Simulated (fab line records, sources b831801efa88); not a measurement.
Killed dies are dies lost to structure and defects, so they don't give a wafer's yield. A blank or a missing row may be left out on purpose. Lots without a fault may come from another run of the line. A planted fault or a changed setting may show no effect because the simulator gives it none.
Which tool did it? | flow sky130 | 14 lots, 42 wafers sampled, at 7 steps of a route of 708

WHAT THE GAUGES READ, wafer by wafer
SKY_VT_ADJUST_NCORE_TW_MEAS_11. Usual: VT_ADJUST_NCORE_TW 216.4, standard deviation 1.7.
lot  | measured     | on            | VT_ADJUST_NCORE_TW | flag
L348 | day 8 20:34  | film_metro-03 | 216.0 216.3 216.2  |
L349 | day 8 22:28  | film_metro-04 | 216.7 217.4 216.4  |
L357 | day 11 03:57 | film_metro-02 | 220.4 220.0 218.8  |
L358 | day 11 11:20 | film_metro-03 | 216.8 217.7 217.7  |
L359 | day 11 20:58 | film_metro-03 | 216.3 216.6 217.6  |
L360 | day 12 02:43 | film_metro-03 | 216.8 215.8 215.8  |
L361 | day 12 12:31 | film_metro-04 | 214.9 214.7 214.6  |
L362 | day 12 20:16 | film_metro-02 | 218.1 218.5 218.2  |
L364 | day 13 05:29 | film_metro-03 | 215.0 215.6 213.9  |
L366 | day 13 19:57 | film_metro-04 | 216.1 216.0 216.5  |
L367 | day 14 08:33 | film_metro-04 | 216.0 215.7 216.0  |
L369 | day 14 22:04 | film_metro-02 | 216.7 217.7 218.2  |
L370 | day 15 02:16 | film_metro-02 | 219.8 218.3 218.4  |
L371 | day 15 12:18 | film_metro-04 | 215.2 214.3 215.9  |

SKY_SONOS_TUNNEL_TW_MEAS_12. Usual: SONOS_TUNNEL_TW 196.3, standard deviation 1.7.
lot  | measured     | on            | SONOS_TUNNEL_TW   | flag
L348 | day 11 17:07 | film_metro-03 | 195.1 195.1 196.1 |
L349 | day 11 18:22 | film_metro-02 | 198.5 199.0 199.4 |
L357 | day 14 09:06 | film_metro-02 | 195.9 196.5 197.6 |
L358 | day 14 16:14 | film_metro-02 | 196.5 196.4 195.5 |
L359 | day 15 01:29 | film_metro-02 | 195.9 197.4 196.9 |
L360 | day 15 07:02 | film_metro-02 | 198.7 197.0 197.6 |
L361 | day 15 18:25 | film_metro-02 | 196.1 197.2 196.6 |
L362 | day 16 04:34 | film_metro-02 | 196.5 197.7 195.8 |
L364 | day 16 14:27 | film_metro-01 | 199.3 198.3 199.4 |
L366 | day 17 07:01 | film_metro-03 | 194.4 193.4 193.8 |
L367 | day 17 20:29 | film_metro-03 | 193.0 193.5 194.0 |
L369 | day 18 12:07 | film_metro-01 | 197.3 196.9 195.6 |
L370 | day 18 17:16 | film_metro-02 | 198.2 198.8 196.0 |
L371 | day 19 04:24 | film_metro-03 | 194.1 192.6 192.7 |

SKY_SD_P_CD_MEAS_07: target cd 380 nm. Usual: cd_nm 379.3 nm, standard deviation 2.4.
lot  | measured     | on        | cd_nm (nm)        | flag
L348 | day 25 19:42 | cd_sem-02 | 378.2 378.0 380.3 |
L349 | day 25 21:54 | cd_sem-02 | 377.7 378.3 375.6 |
L357 | day 29 03:47 | cd_sem-02 | 378.2 - -         |
L358 | day 29 06:15 | cd_sem-02 | - 376.3 378.1     |
L359 | day 29 11:06 | cd_sem-01 | 378.5 380.4 378.4 |
L360 | day 29 19:36 | cd_sem-01 | 379.2 378.5 380.4 |
L361 | day 30 06:21 | cd_sem-02 | 374.8 376.3 374.7 |
L362 | day 30 17:24 | cd_sem-01 | 378.3 380.1 378.5 |
L364 | day 30 20:40 | cd_sem-01 | 378.2 377.7 377.0 |
L366 | day 31 19:26 | cd_sem-01 | 375.9 376.8 377.7 |
L367 | day 32 03:56 | cd_sem-01 | 382.2 381.1 381.9 |
L369 | day 32 19:10 | cd_sem-02 | 380.7 382.8 383.1 |
L370 | day 33 00:11 | cd_sem-01 | 379.1 382.1 380.4 |
L371 | day 33 05:33 | cd_sem-01 | 376.7 377.4 380.9 |

SKY_SD_P_OVL_MEAS_08. Usual: SD_P_OVL -1.7 nm, standard deviation 1.6.
lot  | measured     | on         | SD_P_OVL (nm)  | flag
L348 | day 25 19:49 | overlay-01 | -1.8 -4.1 -1.6 |
L349 | day 25 22:01 | overlay-02 | -2.6 1.8 -0.9  |
L357 | day 29 03:55 | overlay-01 | -2.2 - -       |
L358 | day 29 06:20 | overlay-02 | - -1.3 -0.1    |
L359 | day 29 11:13 | overlay-02 | 1.1 -1.2 -1.1  |
L360 | day 29 19:43 | overlay-01 | -2.6 -3.7 -1.6 |
L361 | day 30 06:28 | overlay-01 | -3.9 -3.4 -3.3 |
L362 | day 30 17:31 | overlay-01 | -0.6 -2.2 -0.9 |
L364 | day 30 20:44 | overlay-01 | -2.8 -3.3 -5.2 |
L366 | day 31 19:34 | overlay-02 | -3.6 -1.3 -2.8 |
L367 | day 32 04:03 | overlay-02 | 0.9 -0.8 0.9   |
L369 | day 32 19:16 | overlay-02 | -1.3 -1.0 1.6  |
L370 | day 33 00:17 | overlay-02 | -1.6 -1.0 -2.8 |
L371 | day 33 05:40 | overlay-01 | -2.4 -2.9 -1.6 |

SKY_SD_P_TW_MEAS_11. Usual: SD_P_TW 2807, standard deviation 22.
lot  | measured     | on            | SD_P_TW        | flag
L348 | day 25 20:06 | film_metro-01 | 2814 2809 2824 |
L349 | day 25 22:18 | film_metro-01 | 2811 2817 2823 |
L357 | day 29 04:12 | film_metro-01 | 2835 30 30     | OFF
L358 | day 29 06:38 | film_metro-02 | 30 2815 2822   | OFF
L359 | day 29 11:30 | film_metro-04 | 2787 2783 2786 |
L360 | day 29 20:00 | film_metro-04 | 2806 2795 2796 |
L361 | day 30 06:45 | film_metro-02 | 2814 2836 2836 |
L362 | day 30 17:48 | film_metro-02 | 2826 2815 2839 |
L364 | day 30 21:02 | film_metro-04 | 2768 2778 2770 |
L366 | day 31 19:51 | film_metro-04 | 2777 2788 2783 |
L367 | day 32 04:20 | film_metro-04 | 2838 2841 2839 |
L369 | day 32 19:34 | film_metro-04 | 2845 2829 2841 |
L370 | day 33 00:34 | film_metro-02 | 2811 2809 2790 |
L371 | day 33 05:57 | film_metro-02 | 2796 2805 2798 |

SKY_METAL2_CD_MEAS_15: target cd 140 nm. Usual: cd_nm 139.6 nm, standard deviation 1.6.
lot  | measured     | on        | cd_nm (nm)        | flag
L348 | day 35 11:07 | cd_sem-01 | 139.6 139.8 138.1 |
L349 | day 35 13:49 | cd_sem-02 | 139.2 138.9 137.8 |
L357 | day 38 11:33 | cd_sem-01 | 136.8 138.0 137.8 |
L358 | day 38 15:43 | cd_sem-01 | 141.5 141.2 139.6 |
L359 | day 38 19:13 | cd_sem-02 | 137.6 139.1 137.3 |
L360 | day 39 04:09 | cd_sem-01 | 139.9 140.4 140.0 |
L361 | day 39 10:13 | cd_sem-02 | 138.3 138.8 138.8 |
L362 | day 39 23:10 | cd_sem-01 | 138.9 139.9 138.5 |
L364 | day 40 00:01 | cd_sem-02 | 142.2 142.2 141.1 |
L366 | day 40 22:23 | cd_sem-02 | 140.8 139.8 140.4 |
L367 | day 41 09:00 | cd_sem-02 | 141.4 139.9 138.7 |
L369 | day 41 20:27 | cd_sem-02 | 137.6 138.8 139.6 |
L370 | day 41 22:59 | cd_sem-02 | 139.4 140.0 138.7 |
L371 | day 42 06:39 | cd_sem-02 | 137.3 137.4 137.8 |

WHICH TOOL RAN EACH LOT (tool, then ch and the chambers of the sampled wafers, then the start)
lot  | SKY_SD_P_DEVELOP_06
L348 | litho_track-02 ch 0, day 25 19:33
L349 | litho_track-02 ch 0, day 25 21:45
L357 | litho_track-03 ch 0, day 29 03:38
L358 | litho_track-03 ch 0, day 29 06:07
L359 | litho_track-02 ch 0, day 29 10:58
L360 | litho_track-02 ch 0, day 29 19:28
L361 | litho_track-02 ch 0, day 30 06:12
L362 | litho_track-02 ch 0, day 30 17:16
L364 | litho_track-04 ch 0, day 30 20:31
L366 | litho_track-03 ch 0, day 31 19:17
L367 | litho_track-02 ch 0, day 32 03:47
L369 | litho_track-04 ch 0, day 32 19:01
L370 | litho_track-03 ch 0, day 33 00:02
L371 | litho_track-04 ch 0, day 33 05:24
- SKY_SD_P_DEVELOP_06: develop time 60 s.

WHAT THE TOOLS THEMSELVES READ (means of the sampled wafers that have a number; where no wafer has one, the mark that the record gives instead)
SKY_SD_P_DEVELOP_06. Usual: developer_temp_C 23.01 C, standard deviation 0.1; exhaust_pa 45.1 Pa, standard deviation 0.82.
lot  | tool           | developer_temp_C (C) | exhaust_pa (Pa) | flag
L348 | litho_track-02 | 23.00                | 43.9            |
L349 | litho_track-02 | 23.07                | 45.3            |
L357 | litho_track-03 | 23.13                | 45.1            |
L358 | litho_track-03 | 23.03                | 45.0            |
L359 | litho_track-02 | 22.93                | 45.5            |
L360 | litho_track-02 | 22.95                | 45.2            |
L361 | litho_track-02 | 22.92                | 45.3            |
L362 | litho_track-02 | 23.15                | 45.1            |
L364 | litho_track-04 | 22.97                | 45.1            |
L366 | litho_track-03 | 22.99                | 45.6            |
L367 | litho_track-02 | 23.01                | 45.1            |
L369 | litho_track-04 | 23.00                | 45.8            |
L370 | litho_track-03 | 23.05                | 44.5            |
L371 | litho_track-04 | 23.05                | 44.4            |

THE ANSWER, worked out from the rows above alone
Rule: a lot is off if the mean of its wafers that have a number lies more than 3 standard deviations from the usual mean. A lot without any number at a reading at which 4 lots or more have one is off too. The other lots that the step has rows for count as sound. The gauges are gone through in route order, then the tools' own readings, and for those a lot's mean is taken as printed above. The first step at which some lot is off is used, and at that step the reading that is off furthest; a lot without a number counts as furthest.
Off: L357, L358, at SKY_SD_P_TW_MEAS_11 (SD_P_TW).
A tool fits if, at a process step before that reading, it ran every lot that is off, and no sound lot after the first of them. The gauges at SKY_SD_P_TW_MEAS_11 are tried like those tools. None of those tried fits.

WHAT THE SIMULATOR HAD PUT IN
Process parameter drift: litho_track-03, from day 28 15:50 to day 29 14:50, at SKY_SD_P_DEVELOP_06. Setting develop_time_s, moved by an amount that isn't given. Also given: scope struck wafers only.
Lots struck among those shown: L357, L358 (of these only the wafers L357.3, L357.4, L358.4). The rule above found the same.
